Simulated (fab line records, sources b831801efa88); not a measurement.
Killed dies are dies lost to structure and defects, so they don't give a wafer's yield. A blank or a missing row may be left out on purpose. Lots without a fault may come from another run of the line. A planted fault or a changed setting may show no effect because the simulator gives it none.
One fault seen from 2 desks | flow sky130 | each desk has only its own numbers; what lay behind them comes last

THE TOOL OWNER'S DESK: cvd_w-01
The tool's own readings at SKY_LI_CONTACT_CVD_21 (deposits W, target thk 400 nm, time 120.56 s): means of the sampled wafers that have a number, for each lot that ran on this tool. A lot is out of limits, marked OUT, if its mean lies more than 4 standard deviations from the usual mean; the brackets give that distance.
Columns: A = heater_power_w at SKY_LI_CONTACT_CVD_21, usual 783 W
lot  | first seen here | A
L233 | day 30 00:59    | 765
L234 | day 30 07:15    | 751
L237 | day 31 03:20    | 731
L236 | day 31 06:31    | 745
L245 | day 34 11:56    | 766
L246 | day 34 19:40    | 769
This desk's finding: nothing out of limits on any of the 6 lots.

THE METROLOGY DESK
What the gauges read, lot by lot, whatever tool the lot ran on: means of the sampled wafers that have a number. A lot is out of limits, marked OUT, if its mean lies more than 4 standard deviations from the usual mean; the brackets give that distance.
Columns: A = POLY_GATE_OXIDATION_THK at SKY_POLY_GATE_THK_MEAS_21, usual 4.03 nm; B = LI_CONTACT_W_RS at SKY_LI_CONTACT_RS_MEAS_22, usual 0.290 ohm/sq; C = LI_CONTACT_W_THK at SKY_LI_CONTACT_THK_MEAS_23, usual 386 nm; D = METAL1_OVL at SKY_METAL1_OVL_MEAS_16, usual -6 nm
lot  | first seen here | A    | B     | C   | D
L232 | day 16 08:22    | 4.15 | 0.284 | 395 | -7
L233 | day 17 05:17    | 4.05 | 0.294 | 379 | 0
L234 | day 17 13:53    | 4.02 | 0.291 | 386 | -5
L237 | day 18 07:13    | 4.11 | 0.291 | 383 | -0
L236 | day 18 15:23    | 3.95 | 0.292 | 386 | -8
L245 | day 22 04:20    | 4.00 | 0.288 | 392 | -2
L246 | day 22 16:13    | 3.98 | 0.285 | 390 | 2
L248 | day 23 10:10    | 4.03 | 0.284 | 394 | -6
L249 | day 24 02:59    | 4.09 | 0.289 | 386 | -5
L250 | day 24 09:06    | 4.07 | 0.289 | 384 | -14
L254 | day 24 23:29    | 4.01 | 0.289 | 386 | -9
L255 | day 25 09:14    | 3.99 | 0.287 | 390 | -11
This desk's finding: nothing out of limits on any of the 12 lots.

PUT TOGETHER
The tool owner's desk saw nothing out of limits.
The metrology desk saw nothing out of limits.

WHAT THE SIMULATOR HAD PUT IN
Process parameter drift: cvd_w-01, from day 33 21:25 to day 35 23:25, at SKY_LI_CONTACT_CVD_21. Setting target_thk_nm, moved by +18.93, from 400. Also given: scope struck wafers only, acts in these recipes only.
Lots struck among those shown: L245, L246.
